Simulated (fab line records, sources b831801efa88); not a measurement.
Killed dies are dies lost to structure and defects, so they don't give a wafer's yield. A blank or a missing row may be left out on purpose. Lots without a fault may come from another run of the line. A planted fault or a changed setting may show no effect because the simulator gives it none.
fab line records | flow sky130
record lots=10 wafers=30 last_day=50
route steps=708 shown VIA1@479 METAL2@483 PAD_OPEN@708
lots that met no fault: from a run of the same line without faults
start_h: hours from the record's first day to the start of the lot's first wafer shown | wait_h: hours since the lot's step before | " the same as in the row above | L1.1+2: a row that stands for several wafers | - no value, or no start given | * or withheld: withheld | < > ~ a bound
route shown NAME@n: a module of which the file shows steps, and the number in the route of the first | usual: mean/standard deviation of fault-free wafers | same: alike in all rows | chamber/n: place in a boat | sites: the reading at each site | _std_site: their standard deviation | _edge_site: outer sites' mean less inner sites' | radius_mm: how far each site lies from the wafer's centre | mask NAME#n: copy n | behind: the tool/chamber that last shaped the wafer | hold: why the lot was held/for how many hours/how that ended | device: the transistor (n, p or np) that didn't switch | end of line: the same wafers' tests at the end of the route | a step without rows: its recipe alone | killed: dies lost to structure and defects at the first sort, not the wafer's yield | map: a wafer's dies, x killed, . not, _ none there
set.NAME: the setting as run; set.NAME@STEP: as run at that earlier step | model.NAME: the simulator's own value behind a step, which no gauge read
steps of the route over a sample of lots; a table a step, a row a wafer
services: from which hour (start_h, from the record's first day; less than 0 if before it) a tool's chamber was out of use, for how many hours, and why
## steps
# step SKY_VIA1_CVD_21
# recipe material=W target_thk_nm=270 time_s=80.902 temp_c=400 pressure_torr=40
# usual heater_power_w=829/57
# columns lot.wafer tool chamber start_h wait_h heater_power_w
L549.1 cvd_w-01 0 826.56 0.0 836
L549.4 " 1 " " 780
L549.6 " 0 " " 857
L551.2 cvd_w-01 0 832.46 0.1 872
L551.5 " 0 " " 858
L551.6 " 0 " " 834
L552.2 cvd_w-02 0 848.26 0.0 893
L552.4 " 1 " " 765
L552.6 " 1 " " 761
L560.1 cvd_w-01 1 891.41 0.0 785
L560.4 " 0 " " 848
L560.6 " 0 " " 833
L562.3 cvd_w-02 0 910.94 0.1 927
L562.4 " 1 " " 772
L562.6 " 1 " " 761
L563.3 cvd_w-02 1 911.59 0.1 779
L563.4 " 0 " " 901
L563.5 " 0 " " 888
L564.2 cvd_w-02 1 926.98 0.0 767
L564.3 " 1 " " 770
L564.6 " 1 " " 764
L566.1 cvd_w-02 1 939.26 0.0 762
L566.2 " 0 " " 889
L566.4 " 0 " " 935
L568.2 cvd_w-02 1 949.96 0.0 754
L568.3 " 0 " " 914
L568.5 " 1 " " 763
L570.1 cvd_w-02 0 959.43 0.0 930
L570.4 " 1 " " 767
L570.5 " 1 " " 781
# step SKY_VIA1_RS_MEAS_22
# recipe thk_meas_gauge=four-point-probe reads=W_of_VIA1_CVD_21+TiN_of_VIA1_SPUTTER_20
# usual VIA1_W_RS=0.427/0.0066
# columns lot.wafer tool chamber start_h wait_h VIA1_W_RS[ohm/sq]
L549.1 film_metro-03 - 826.65 0.1 0.419
L549.4 " - " " 0.417
L549.6 " - " " 0.420
L551.2 film_metro-03 - 832.63 0.1 0.420
L551.5 " - " " 0.425
L551.6 " - " " 0.421
L552.2 film_metro-01 - 848.37 0.1 0.434
L552.4 " - " " 0.435
L552.6 " - " " 0.431
L560.1 film_metro-04 - 891.50 0.1 0.276
L560.4 " - " " 0.432
L560.6 " - " " 0.431
L562.3 film_metro-04 - 911.04 0.1 0.439
L562.4 " - " " 0.436
L562.6 " - " " 0.434
L563.3 film_metro-01 - 911.69 0.1 0.435
L563.4 " - " " 0.430
L563.5 " - " " 0.433
L564.2 film_metro-01 - 927.09 0.1 0.433
L564.3 " - " " 0.434
L564.6 " - " " 0.433
L566.1 film_metro-01 - 939.35 0.1 0.432
L566.2 " - " " 0.429
L566.4 " - " " 0.431
L568.2 film_metro-04 - 950.07 0.1 0.433
L568.3 " - " " 0.434
L568.5 " - " " 0.433
L570.1 film_metro-04 - 959.52 0.1 0.440
L570.4 " - " " 0.435
L570.5 " - " " 0.436
# step SKY_VIA1_THK_MEAS_23
# recipe thk_meas_gauge=xrf reads=W_of_VIA1_CVD_21
# usual VIA1_W_THK=266/4.8
# columns lot.wafer tool chamber start_h wait_h VIA1_W_THK[nm]
L549.1 film_metro-03 - 826.77 0.1 272
L549.4 " - " " 274
L549.6 " - " " 272
L551.2 film_metro-03 - 832.74 0.1 273
L551.5 " - " " 269
L551.6 " - " " 271
L552.2 film_metro-01 - 848.48 0.1 262
L552.4 " - " " 262
L552.6 " - " " 263
L560.1 film_metro-04 - 891.62 0.1 413
L560.4 " - " " 266
L560.6 " - " " 267
L562.3 film_metro-04 - 911.14 0.1 263
L562.4 " - " " 262
L562.6 " - " " 263
L563.3 film_metro-01 - 911.79 0.1 259
L563.4 " - " " 262
L563.5 " - " " 261
L564.2 film_metro-01 - 927.20 0.1 261
L564.3 " - " " 262
L564.6 " - " " 260
L566.1 film_metro-01 - 939.47 0.1 264
L566.2 " - " " 265
L566.4 " - " " 265
L568.2 film_metro-04 - 950.18 0.1 263
L568.3 " - " " 262
L568.5 " - " " 262
L570.1 film_metro-04 - 959.64 0.1 260
L570.4 " - " " 262
L570.5 " - " " 261
# step SKY_VIA1_CMP_24
# recipe stop_on=SiO2 t_overpolish_s=15 down_force_psi=3.5 platen_rpm=60 target_thk_nm=0 pad_velocity_m_s=0.94248
# usual motor_current_A=11.0/0.92 retaining_ring_pressure_frac=1.000/0.0048 time_to_endpoint_s=63/4.8
# columns lot.wafer tool chamber start_h wait_h motor_current_A retaining_ring_pressure_frac time_to_endpoint_s
L549.1 cmp-02 3 826.83 0.1 11.7 1.005 60
L549.4 " 1 " " 11.3 1.007 67
L549.6 " 0 " " 10.0 0.996 63
L551.2 cmp-01 0 832.84 0.1 10.5 0.998 69
L551.6 " 3 " " 12.5 1.003 69
L551.5 " 0 " " 10.3 0.997 66
L552.4 cmp-02 3 848.58 0.1 11.3 1.002 58
L552.2 " 0 " " 10.1 1.000 59
L552.6 " 3 " " 11.9 1.005 60
L560.1 cmp-01 0 891.73 0.1 10.5 1.003 102
L560.4 " 2 " " 10.2 1.003 67
L560.6 " 3 " " 13.0 0.997 67
L562.4 cmp-02 1 911.23 0.1 11.1 1.000 61
L562.3 " 3 " " 11.7 1.002 52
L562.6 " 0 " " 9.0 0.996 55
L563.4 cmp-02 3 911.93 0.1 11.4 1.002 56
L563.3 " 0 " " 9.5 1.008 54
L563.5 " 1 " " 11.1 0.992 64
L564.3 cmp-02 3 927.35 0.1 11.5 1.000 61
L564.2 " 0 " " 9.9 0.998 61
L564.6 " 2 " " 11.3 0.996 63
L566.2 cmp-02 0 939.58 0.1 9.5 1.001 57
L566.4 " 1 " " 10.3 0.998 67
L566.1 " 2 " " 10.6 1.001 56
L568.2 cmp-01 1 950.28 0.1 11.9 1.003 58
L568.3 " 3 " " 12.0 0.994 68
L568.5 " 1 " " 11.9 0.997 59
L570.4 cmp-01 0 959.70 0.0 10.4 1.000 66
L570.1 " 2 " " 10.1 0.998 67
L570.5 " 1 " " 12.4 0.996 60
# step SKY_METAL2_SPUTTER_00
# recipe material=Ti target_thk_nm=15 power_w=3000 time_s=10 chamber_pressure_pa=0.4
# usual throttle_valve_pct=29.7/1.1
# columns lot.wafer tool chamber start_h wait_h throttle_valve_pct
L549.1 pvd_sputter-03 - 827.13 0.2 30.6
L549.4 " - " " 30.1
L549.6 " - " " 30.6
L551.2 pvd_sputter-03 - 833.09 0.2 28.4
L551.5 " - " " 30.4
L551.6 " - " " 28.6
L552.2 pvd_sputter-03 - 848.83 0.1 30.1
L552.4 " - " " 28.5
L552.6 " - " " 30.3
L560.1 pvd_sputter-03 - 891.98 0.2 28.6
L560.4 " - " " 28.5
L560.6 " - " " 28.4
L562.3 pvd_sputter-03 - 911.48 0.1 28.9
L562.4 " - " " 28.5
L562.6 " - " " 30.3
L563.3 pvd_sputter-02 - 912.13 0.1 29.6
L563.4 " - " " 30.0
L563.5 " - " " 29.7
L564.2 pvd_sputter-03 - 927.55 0.1 30.3
L564.3 " - " " 28.7
L564.6 " - " " 30.7
L566.1 pvd_sputter-02 - 939.83 0.1 27.9
L566.2 " - " " 29.8
L566.4 " - " " 27.9
L568.2 pvd_sputter-03 - 950.53 0.2 28.6
L568.3 " - " " 30.5
L568.5 " - " " 30.0
L570.1 pvd_sputter-03 - 960.00 0.1 28.6
L570.4 " - " " 29.9
L570.5 " - " " 28.6
# step SKY_METAL2_SPUTTER_01
# recipe material=TiN target_thk_nm=20 power_w=6500 time_s=16.7 chamber_pressure_pa=0.4
# usual throttle_valve_pct=29.7/1
# columns lot.wafer tool chamber start_h wait_h throttle_valve_pct
L549.1 pvd_sputter-03 - 827.16 0.0 30.6
L549.4 " - " " 30.2
L549.6 " - " " 30.5
L551.2 pvd_sputter-03 - 833.11 0.0 28.5
L551.5 " - " " 30.5
L551.6 " - " " 28.6
L552.2 pvd_sputter-03 - 848.85 0.0 30.1
L552.4 " - " " 28.8
L552.6 " - " " 30.2
L560.1 pvd_sputter-03 - 892.00 0.0 28.2
L560.4 " - " " 28.9
L560.6 " - " " 28.6
L562.3 pvd_sputter-03 - 911.50 0.0 28.3
L562.4 " - " " 28.8
L562.6 " - " " 30.4
L563.3 pvd_sputter-02 - 912.15 0.0 29.7
L563.4 " - " " 30.0
L563.5 " - " " 29.6
L564.2 pvd_sputter-03 - 927.57 0.0 29.9
L564.3 " - " " 28.4
L564.6 " - " " 30.6
L566.1 pvd_sputter-02 - 939.85 0.0 28.4
L566.2 " - " " 29.6
L566.4 " - " " 28.1
L568.2 pvd_sputter-03 - 950.56 0.0 28.5
L568.3 " - " " 30.6
L568.5 " - " " 30.0
L570.1 pvd_sputter-03 - 960.02 0.0 28.4
L570.4 " - " " 30.2
L570.5 " - " " 28.7
# step SKY_METAL2_SPUTTER_04
# recipe material=TiN target_thk_nm=70 power_w=6500 time_s=58.3 chamber_pressure_pa=0.4
# usual throttle_valve_pct=29.7/1.1
# columns lot.wafer tool chamber start_h wait_h throttle_valve_pct
L549.1 pvd_sputter-03 - 827.22 0.0 30.6
L549.4 " - " " 30.0
L549.6 " - " " 30.5
L551.2 pvd_sputter-03 - 833.18 0.0 28.3
L551.5 " - " " 30.2
L551.6 " - " " 28.7
L552.2 pvd_sputter-03 - 848.92 0.0 30.1
L552.4 " - " " 28.7
L552.6 " - " " 30.2
L560.1 pvd_sputter-03 - 892.07 0.0 28.4
L560.4 " - " " 28.2
L560.6 " - " " 28.6
L562.3 pvd_sputter-03 - 911.57 0.0 28.8
L562.4 " - " " 28.7
L562.6 " - " " 30.2
L563.3 pvd_sputter-02 - 912.22 0.0 30.0
L563.4 " - " " 30.0
L563.5 " - " " 29.9
L564.2 pvd_sputter-03 - 927.64 0.0 30.4
L564.3 " - " " 28.5
L564.6 " - " " 30.7
L566.1 pvd_sputter-02 - 939.92 0.0 28.1
L566.2 " - " " 29.9
L566.4 " - " " 28.1
L568.2 pvd_sputter-03 - 950.63 0.0 28.4
L568.3 " - " " 30.8
L568.5 " - " " 30.3
L570.1 pvd_sputter-03 - 960.09 0.0 28.5
L570.4 " - " " 30.0
L570.5 " - " " 28.4
# step SKY_PAD_OPEN_PROBE_99
# usual defect_limited_yield=82.2/1.9 killed_at_M0_to_M3=44/6.8 killed_at_M4_up=3.1/1.8 killed_at_contacts=25/5.2 killed_at_front_end=15/4.1 killed_at_other=0.3/0.62 killed_dies=88/9.4 killed_open=48/7.1 killed_short=40/6.1 sort_bin_3_pad_short=0.9/0.38 sort_bin_5_function=10.5/1.5 sort_bin_6_memory=6.5/1.2 sort_bin_8_speed=0.5/0.95 sort_n_pass=402/10 sort_yield_pct=81.6/2
# same gross_dies=492 killed_at_back_side=0 sort_bin_4_leakage[%]=0
# columns lot.wafer tool chamber start_h wait_h defect_limited_yield[%] killed_at_M0_to_M3 killed_at_M4_up killed_at_contacts killed_at_front_end killed_at_other killed_dies killed_open killed_short sort_bin_3_pad_short[%] sort_bin_5_function[%] sort_bin_6_memory[%] sort_bin_8_speed[%] sort_n_pass sort_yield_pct[%]
L563.3 prober-02 - 1165.48 0.2 79.9 49 1 28 21 0 99 51 48 1.2 10.2 8.7 0 393 79.9
L563.4 prober-02 - 1165.53 0.2 83.5 31 3 25 22 0 81 45 36 0.6 11.4 4.5 0 411 83.5
L563.5 prober-02 - 1165.58 0.2 82.1 40 7 25 16 0 88 53 35 1.0 12.0 4.9 0 404 82.1
L566.1 prober-02 - 1185.98 0.1 83.3 35 3 30 14 0 82 39 43 1.4 8.1 7.1 0.2 409 83.1
L566.2 prober-02 - 1186.03 0.1 85.0 38 1 22 13 0 74 40 33 1.8 7.1 6.1 0.4 416 84.6
L566.4 prober-02 - 1186.13 0.2 80.5 47 6 22 21 0 96 52 43 0.8 11.0 7.7 0.4 394 80.1
# killed by level:class
L563.3 CONTACT:geometric_particle:open=10 VIA1:geometric_particle:open=10 VIA3:geometric_particle:open=9 POLY_GATE:geometric_particle:short=8 VIA1:geometric_particle:short=8 VIA2:geometric_particle:open=6 LOCAL_INTERCONNECT:geometric_particle:short=5 METAL2:geometric_particle:short=5
L563.4 CONTACT:geometric_particle:open=12 VIA2:geometric_particle:open=9 POLY_GATE:geometric_particle:short=7 VIA1:geometric_particle:open=7 FIELD_ISO:geometric_particle:short=5 LI_CONTACT:geometric_particle:open=5 METAL1:geometric_particle:short=5 POLY_GATE:geometric_particle:open=4
L563.5 VIA1:geometric_particle:open=11 CONTACT:geometric_particle:open=10 VIA3:geometric_particle:open=7 FIELD_ISO:geometric_particle:open=5 LI_CONTACT:geometric_particle:open=5 METAL2:geometric_particle:short=5 METAL4:geometric_particle:short=5 LI_CONTACT:geometric_particle:short=4
L566.1 CONTACT:geometric_particle:open=13 VIA3:geometric_particle:open=11 LOCAL_INTERCONNECT:geometric_particle:short=7 POLY_GATE:geometric_particle:short=6 METAL1:geometric_particle:short=5 FIELD_ISO:geometric_particle:open=4 LI_CONTACT:geometric_particle:short=4 METAL2:geometric_particle:short=4
L566.2 LI_CONTACT:geometric_particle:open=9 VIA2:geometric_particle:open=7 VIA1:geometric_particle:open=6 CONTACT:geometric_particle:short=5 CONTACT:geometric_particle:open=5 METAL1:geometric_particle:short=5 VIA3:geometric_particle:open=4 FIELD_ISO:geometric_particle:short=3
L566.4 VIA3:geometric_particle:open=13 VIA1:geometric_particle:open=8 FIELD_ISO:geometric_particle:open=7 VIA1:geometric_particle:short=7 POLY_GATE:geometric_particle:open=6 CONTACT:geometric_particle:short=5 CONTACT:geometric_particle:open=5 METAL2:geometric_particle:short=5
## services
# columns tool chamber start_h hours kind
cmp-01 - 819.02 3.5 pm
cvd_w-01 1 831.61 6.7 repair
pvd_sputter-03 0 853.61 - consumable_replace:kit
pvd_sputter-03 0 853.61 18.0 scheduled_down
pvd_sputter-03 0 853.61 18.0 vent_cycle
cvd_w-01 - 868.38 0.6 repair
cvd_w-01 - 904.00 14.0 pm
cvd_w-01 0 904.00 14.0 vent_cycle
cvd_w-01 1 904.00 14.0 vent_cycle
cmp-02 - 905.69 4.5 repair
cmp-02 - 912.99 1.0 repair
cmp-02 - 916.56 3.2 repair
cvd_w-01 0 918.00 - clean
cvd_w-01 1 918.00 - clean
cmp-01 - 918.87 0.9 repair
cmp-02 - 921.58 4.0 pm
cmp-02 - 925.58 - consumable_replace:conditioner
cmp-02 - 925.58 - consumable_replace:pad
pvd_sputter-02 3 938.92 - consumable_replace:kit
pvd_sputter-02 3 938.92 18.0 scheduled_down
pvd_sputter-02 3 938.92 18.0 vent_cycle
cmp-01 - 943.80 5.8 pm
cvd_w-02 - 951.56 0.9 repair
## key
first_sign step=SKY_VIA1_RS_MEAS_22 reading=VIA1_W_RS direction=down sigmas=23 usual=0.427 struck=0.276
effect step=SKY_VIA1_THK_MEAS_23 reading=VIA1_W_THK direction=up sigmas=30 usual=266 struck=413
effect step=SKY_VIA1_CMP_24 reading=time_to_endpoint_s direction=up sigmas=8 usual=* struck=*
met_at SKY_VIA1_CVD_21
struck_lots L560
struck_wafers L560.1
not_acting_at SKY_METAL2_SPUTTER_00,SKY_METAL2_SPUTTER_01,SKY_METAL2_SPUTTER_04
onset_between 826.56 891.41
fault kind=process_parameter_drift tool=cvd_w-01 chamber=1 onset_h=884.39 steps=SKY_VIA1_CVD_21 channel=target_thk_nm offset=141.68 shape=step end_h=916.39 acts_in=these_recipes_only stated=270
